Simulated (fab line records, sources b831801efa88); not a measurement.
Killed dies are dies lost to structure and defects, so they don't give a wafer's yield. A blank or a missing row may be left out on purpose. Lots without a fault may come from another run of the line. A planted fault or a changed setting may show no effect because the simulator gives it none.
Which tool did it? | flow gf180mcu | 10 lots, 30 wafers sampled, at 5 steps of a route of 602

WHAT THE GAUGES READ, wafer by wafer
GF_V4_THK_MEAS_03. Usual: V4_CVD_02_THK 852 nm, standard deviation 12.
lot  | measured     | on            | V4_CVD_02_THK (nm) | flag
L219 | day 23 18:13 | film_metro-04 | 832 844 852        |
L220 | day 24 02:10 | film_metro-02 | 832 837 849        |
L228 | day 26 18:09 | film_metro-02 | 874 857 880        |
L229 | day 27 00:10 | film_metro-03 | 847 871 844        |
L230 | day 27 01:31 | film_metro-02 | 836 848 849        |
L235 | day 29 04:54 | film_metro-03 | 857 875 859        |
L237 | day 29 09:39 | film_metro-02 | 866 847 875        |
L239 | day 30 05:04 | film_metro-03 | 855 866 861        |
L241 | day 30 14:58 | film_metro-02 | 851 846 858        |
L240 | day 30 19:11 | film_metro-03 | 831 847 861        |

GF_MIM_RS_MEAS_10: measures by four-point-probe. Usual: MIM_ALCU_RS 0.1608 ohm/sq, standard deviation 0.002.
lot  | measured     | on            | MIM_ALCU_RS (ohm/sq) | flag
L219 | day 24 18:46 | film_metro-04 | 0.1571 0.1573 0.1561 |
L220 | day 25 02:48 | film_metro-02 | 0.1617 0.1598 0.1614 |
L228 | day 27 17:25 | film_metro-02 | 0.1613 0.1727 0.1614 |
L229 | day 27 22:22 | film_metro-01 | 0.1604 0.1607 0.1733 |
L230 | day 27 23:52 | film_metro-02 | 0.1586 0.1603 0.1724 |
L235 | day 30 02:13 | film_metro-01 | 0.1615 0.1638 0.1616 |
L237 | day 30 06:26 | film_metro-01 | 0.1624 0.1593 0.1613 |
L239 | day 31 01:17 | film_metro-02 | 0.1595 0.1592 0.1605 |
L241 | day 31 11:14 | film_metro-02 | 0.1646 0.1628 0.1633 |
L240 | day 31 14:59 | film_metro-02 | 0.1607 0.1593 0.1581 |

GF_MIM_THK_MEAS_11: measures by xrf. Usual: MIM_ALCU_THK 199.1 nm, standard deviation 2.7.
lot  | measured     | on            | MIM_ALCU_THK (nm) | flag
L219 | day 24 18:53 | film_metro-04 | 203.2 202.9 204.3 |
L220 | day 25 02:55 | film_metro-02 | 199.0 200.3 198.0 |
L228 | day 27 17:32 | film_metro-02 | 200.2 186.3 199.4 |
L229 | day 27 22:29 | film_metro-01 | 201.7 200.1 185.4 |
L230 | day 27 23:59 | film_metro-02 | 202.1 198.8 185.5 |
L235 | day 30 02:20 | film_metro-01 | 197.0 195.3 198.8 |
L237 | day 30 06:33 | film_metro-01 | 198.2 198.7 197.7 |
L239 | day 31 01:25 | film_metro-02 | 202.0 202.6 199.4 |
L241 | day 31 11:22 | film_metro-02 | 195.3 197.8 197.9 |
L240 | day 31 15:05 | film_metro-02 | 199.0 201.6 203.4 |

WHICH TOOL RAN EACH LOT (tool, then ch and the chambers of the sampled wafers, then the start)
lot  | GF_V4_SPUTTER_21             | GF_MIM_SPUTTER_08
L219 | pvd_sputter-01, day 24 17:40 | pvd_sputter-04, day 24 18:43
L220 | pvd_sputter-04, day 25 01:41 | pvd_sputter-04, day 25 02:44
L228 | pvd_sputter-01, day 27 16:17 | pvd_sputter-04, day 27 17:20
L229 | pvd_sputter-04, day 27 21:15 | pvd_sputter-04, day 27 22:18
L230 | pvd_sputter-01, day 27 22:44 | pvd_sputter-04, day 27 23:47
L235 | pvd_sputter-01, day 30 01:06 | pvd_sputter-03, day 30 02:09
L237 | pvd_sputter-01, day 30 05:17 | pvd_sputter-03, day 30 06:22
L239 | pvd_sputter-01, day 31 00:11 | pvd_sputter-03, day 31 01:14
L241 | pvd_sputter-02, day 31 10:08 | pvd_sputter-04, day 31 11:11
L240 | pvd_sputter-01, day 31 13:42 | pvd_sputter-02, day 31 14:47
- GF_V4_SPUTTER_21: material Ti, target thk 15 nm, time 80.02 s.
- GF_MIM_SPUTTER_08: material AlCu, target thk 200 nm, time 10.6 s.

WHAT THE TOOLS THEMSELVES READ (means of the sampled wafers that have a number; where no wafer has one, the mark that the record gives instead)
GF_V4_SPUTTER_21. Usual: chamber_pressure_pa 4.999 Pa, standard deviation 0.0093; throttle_valve_pct 29.9 %, standard deviation 0.84.
lot  | tool           | chamber_pressure_pa (Pa) | throttle_valve_pct (%) | flag
L219 | pvd_sputter-01 | 5.009                    | 30.0                   |
L220 | pvd_sputter-04 | 5.004                    | 29.5                   |
L228 | pvd_sputter-01 | 5.004                    | 29.8                   |
L229 | pvd_sputter-04 | 5.004                    | 29.6                   |
L230 | pvd_sputter-01 | 5.000                    | 29.9                   |
L235 | pvd_sputter-01 | 4.993                    | 29.8                   |
L237 | pvd_sputter-01 | 5.001                    | 30.0                   |
L239 | pvd_sputter-01 | 5.006                    | 29.5                   |
L241 | pvd_sputter-02 | 4.992                    | 30.0                   |
L240 | pvd_sputter-01 | 5.000                    | 30.1                   |

GF_MIM_SPUTTER_08. Usual: chamber_pressure_pa 0.4001 Pa, standard deviation 0.00082; throttle_valve_pct 30.0 %, standard deviation 0.98.
lot  | tool           | chamber_pressure_pa (Pa) | throttle_valve_pct (%) | flag
L219 | pvd_sputter-04 | 0.3993                   | 29.4                   |
L220 | pvd_sputter-04 | 0.4004                   | 30.2                   |
L228 | pvd_sputter-04 | 0.3993                   | 29.6                   |
L229 | pvd_sputter-04 | 0.4007                   | 29.8                   |
L230 | pvd_sputter-04 | 0.3988                   | 30.0                   |
L235 | pvd_sputter-03 | 0.4006                   | 30.6                   |
L237 | pvd_sputter-03 | 0.4005                   | 29.4                   |
L239 | pvd_sputter-03 | 0.3997                   | 29.7                   |
L241 | pvd_sputter-04 | 0.4002                   | 28.9                   |
L240 | pvd_sputter-02 | 0.3999                   | 30.2                   |

THE ANSWER, worked out from the rows above alone
Rule: a lot is off if the mean of its wafers that have a number lies more than 3 standard deviations from the usual mean. A lot without any number at a reading at which 4 lots or more have one is off too. The other lots that the step has rows for count as sound. The gauges are gone through in route order, then the tools' own readings, and for those a lot's mean is taken as printed above. The first step at which some lot is off is used, and at that step the reading that is off furthest; a lot without a number counts as furthest.
No lot is off at any reading shown: from this, nothing can be told.

WHAT THE SIMULATOR HAD PUT IN
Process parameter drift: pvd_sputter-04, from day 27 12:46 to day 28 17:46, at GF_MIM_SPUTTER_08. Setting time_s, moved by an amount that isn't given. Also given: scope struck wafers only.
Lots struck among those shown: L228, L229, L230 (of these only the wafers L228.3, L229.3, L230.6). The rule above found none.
